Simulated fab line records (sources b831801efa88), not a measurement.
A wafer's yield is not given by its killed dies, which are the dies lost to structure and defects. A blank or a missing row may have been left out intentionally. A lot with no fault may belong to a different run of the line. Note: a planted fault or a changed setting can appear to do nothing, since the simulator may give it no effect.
What tool caused it?    flow gf180mcu    Sampling: 11 lots, 33 wafers, 5 of 602 route steps

## WHAT THE GAUGES SHOWED, per wafer
GF_V4_BOW_MEAS_05. Usual: V4_BOW gives 130 um (standard deviation 8.6).
lot   measured      on             V4_BOW (um)  flag
L981  day 23 17:10  film metro-01  133 136 122  
L983  day 24 06:29  film metro-01  126 141 127  
L984  day 24 16:56  film metro-04  123 126 133  
L986  day 25 06:31  film metro-04  132 113 118  
L987  day 25 21:58  film metro-01  132 138 140  
L988  day 25 22:36  film metro-03  135 134 135  
L994  day 28 03:35  film metro-03  126 136 122  
L996  day 29 03:52  film metro-03  147 141 136  
L999  day 29 19:58  film metro-04  129 131 148  
L101  day 30 02:16  film metro-01  114 113 127  
L102  day 30 09:23  film metro-04  129 135 143  

## WHICH TOOL RAN EACH LOT (tool, then ch and the chambers of the sampled wafers, then the start)
lot   GF_M4_SPUTTER_01              GF_M4_SPUTTER_03              GF_M4_METAL_ETCH_16                GF_M4_STRIP_17
L981  pvd sputter-04, day 22 16:58  pvd sputter-04, day 22 17:02  rie metal-03 ch 0,1, day 23 15:55  plasma asher-02 ch 0, day 23 16:03
L983  pvd sputter-02, day 23 06:18  pvd sputter-02, day 23 06:22  rie metal-04 ch 0,1, day 24 04:55  plasma asher-02 ch 0,1, day 24 05:03
L984  pvd sputter-03, day 23 17:46  pvd sputter-03, day 23 17:49  rie metal-02 ch 0,1, day 24 15:43  plasma asher-04 ch 0,1, day 24 15:50
L986  pvd sputter-04, day 24 07:48  pvd sputter-04, day 24 07:52  rie metal-04 ch 0,1, day 25 05:16  plasma asher-01 ch 0,1, day 25 05:23
L987  pvd sputter-04, day 24 23:37  pvd sputter-04, day 24 23:40  rie metal-02 ch 0,1, day 25 20:43  plasma asher-04 ch 0,1, day 25 20:51
L988  pvd sputter-02, day 24 23:55  pvd sputter-02, day 24 23:58  rie metal-04 ch 0,1, day 25 21:22  plasma asher-01 ch 0,1, day 25 21:30
L994  pvd sputter-03, day 27 07:33  pvd sputter-03, day 27 07:37  rie metal-02 ch 0,1, day 28 02:22  plasma asher-01 ch 1, day 28 02:30
L996  pvd sputter-04, day 28 07:04  pvd sputter-04, day 28 07:07  rie metal-02 ch 0, day 29 02:19    plasma asher-02 ch 0,1, day 29 02:32
L999  pvd sputter-02, day 28 23:20  pvd sputter-02, day 28 23:24  rie metal-03 ch 0,1, day 29 18:44  plasma asher-04 ch 0,1, day 29 18:52
L101  pvd sputter-04, day 29 06:25  pvd sputter-04, day 29 06:28  rie metal-04 ch 0,1, day 30 01:03  plasma asher-04 ch 0,1, day 30 01:11
L102  pvd sputter-04, day 29 13:37  pvd sputter-04, day 29 13:40  rie metal-04 ch 0,1, day 30 08:07  plasma asher-02 ch 0,1, day 30 08:14
- GF_M4_SPUTTER_01: material TiN, target thk 30 nm, time 25 s.
- GF_M4_SPUTTER_03: material Ti, target thk 10 nm, time 6.7 s.
- GF_M4_METAL_ETCH_16: etches the open film in Cl2/BCl3, stops on SiO2, target depth 750.8 nm, time 125.1 s.
- GF_M4_STRIP_17: strips in O2/N2.

## WHAT THE TOOLS THEMSELVES READ (means of the sampled wafers that have a number; where no wafer has one, the mark that the record gives instead)
GF_M4_SPUTTER_01. Usual: throttle valve pct reads 29.4 % (standard deviation 1).
lot   tool            throttle valve pct (%)  flag
L981  pvd sputter-04  30.2                    
L983  pvd sputter-02  29.1                    
L984  pvd sputter-03  30.0                    
L986  pvd sputter-04  29.0                    
L987  pvd sputter-04  28.4                    
L988  pvd sputter-02  29.5                    
L994  pvd sputter-03  30.1                    
L996  pvd sputter-04  29.4                    
L999  pvd sputter-02  28.7                    
L101  pvd sputter-04  29.4                    
L102  pvd sputter-04  28.3                    

GF_M4_SPUTTER_03. Usual: substrate temp c 300.03 C, standard deviation 0.19; throttle valve pct 29.4 %, standard deviation 1.
lot   tool            substrate temp c (C)  throttle valve pct (%)  flag
L981  pvd sputter-04  300.02                30.2                    
L983  pvd sputter-02  300.02                29.0                    
L984  pvd sputter-03  300.03                30.3                    
L986  pvd sputter-04  300.08                29.1                    
L987  pvd sputter-04  300.06                28.2                    
L988  pvd sputter-02  300.10                29.7                    
L994  pvd sputter-03  300.05                30.2                    
L996  pvd sputter-04  300.28                29.3                    
L999  pvd sputter-02  300.06                28.8                    
L101  pvd sputter-04  299.93                29.4                    
L102  pvd sputter-04  300.24                28.3                    

GF_M4_METAL_ETCH_16. Usual: bcl3 flow sccm 39.99 sccm, standard deviation 0.12; bias w 140.0 W, standard deviation 0.47; drypump motor current A 6.0 A, standard deviation 0.46; he backside leak sccm 3.28 sccm, standard deviation 0.23; oes product au 0.993 a.u., standard deviation 0.0056; throttle valve pct 28.225 %, standard deviation 0.0084.
lot   tool          bcl3 flow sccm (sccm)  bias w (W)  drypump motor current A (A)  he backside leak sccm (sccm)  oes product au (a.u.)  throttle valve pct (%)  flag
L981  rie metal-03  40.09                  139.9       5.8                          3.34                          0.994                  28.228                  
L983  rie metal-04  40.00                  139.9       6.5                          3.46                          0.990                  28.224                  
L984  rie metal-02  39.92                  139.9       5.7                          2.97                          0.991                  28.229                  
L986  rie metal-04  39.94                  139.6       6.5                          3.58                          0.996                  28.222                  
L987  rie metal-02  39.95                  139.5       5.4                          2.97                          0.995                  28.222                  
L988  rie metal-04  40.04                  140.3       6.5                          3.44                          1.000                  28.227                  
L994  rie metal-02  39.87                  156.7       5.4                          3.12                          0.995                  28.225                  OFF
L996  rie metal-02  39.95                  190.5       5.8                          3.09                          0.998                  28.219                  OFF
L999  rie metal-03  40.00                  139.9       6.0                          3.27                          0.993                  28.220                  
L101  rie metal-04  40.01                  140.0       6.5                          3.51                          0.997                  28.216                  
L102  rie metal-04  40.12                  139.8       6.5                          3.32                          0.996                  28.220                  

GF_M4_STRIP_17. Usual: drypump motor current A 5.98 A, standard deviation 0.22; heater power w 358 W, standard deviation 43; oes product au 0.536 a.u., standard deviation 0.0048; strip time to endpoint s 7.33 s, standard deviation 0.055.
lot   tool             drypump motor current A (A)  heater power w (W)  oes product au (a.u.)  strip time to endpoint s (s)  flag
L981  plasma asher-02  5.93                         315                 0.540                  7.32                          
L983  plasma asher-02  6.06                         314                 0.538                  7.32                          
L984  plasma asher-04  6.12                         352                 0.536                  7.35                          
L986  plasma asher-01  5.67                         383                 0.533                  7.27                          
L987  plasma asher-04  6.17                         379                 0.534                  7.36                          
L988  plasma asher-01  5.63                         383                 0.532                  7.26                          
L994  plasma asher-01  5.54                         369                 0.532                  7.26                          
L996  plasma asher-02  6.05                         310                 0.525                  7.09                          OFF
L999  plasma asher-04  6.17                         386                 0.539                  7.34                          
L101  plasma asher-04  6.18                         381                 0.536                  7.27                          
L102  plasma asher-02  6.05                         312                 0.532                  7.33                          

## THE ANSWER, worked out from the rows above alone
Rule: a lot counts as off when the mean over its wafers that have a number is more than 3 standard deviations away from the usual mean. A lot without any number at a reading at which 4 lots or more have one is off too. Any other lot the step has rows for is counted as sound. The gauges are gone through in route order, then the tools' own readings, and for those a lot's mean is taken as printed above. The first step at which some lot is off is used, and at that step the reading that is off furthest; a lot without a number counts as furthest.
Off at GF_M4_METAL_ETCH_16 (bias w): L994, L996.
A tool fits if, at that step or a process step before it, it ran every lot that is off, and no sound lot after the first of them. One fits: GF_M4_METAL_ETCH_16 on rie metal-02. Its last sound lot is L987 (day 25 20:43), its first lot that is off L994 (day 28 02:22): a fault that began between those two fits.
On the lots that are off, the tool's own readings at GF_M4_METAL_ETCH_16 differ by more than 5 times the standard deviation of the sound lots' means, which bears it out; bias w reads 173.6 W there versus 139.9 W on the sound lots.

## WHAT THE SIMULATOR HAD INSERTED
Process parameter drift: rie metal-02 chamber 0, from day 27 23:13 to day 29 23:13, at GF_M4_METAL_ETCH_16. Setting bias w, moved by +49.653, from 140. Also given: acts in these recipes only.
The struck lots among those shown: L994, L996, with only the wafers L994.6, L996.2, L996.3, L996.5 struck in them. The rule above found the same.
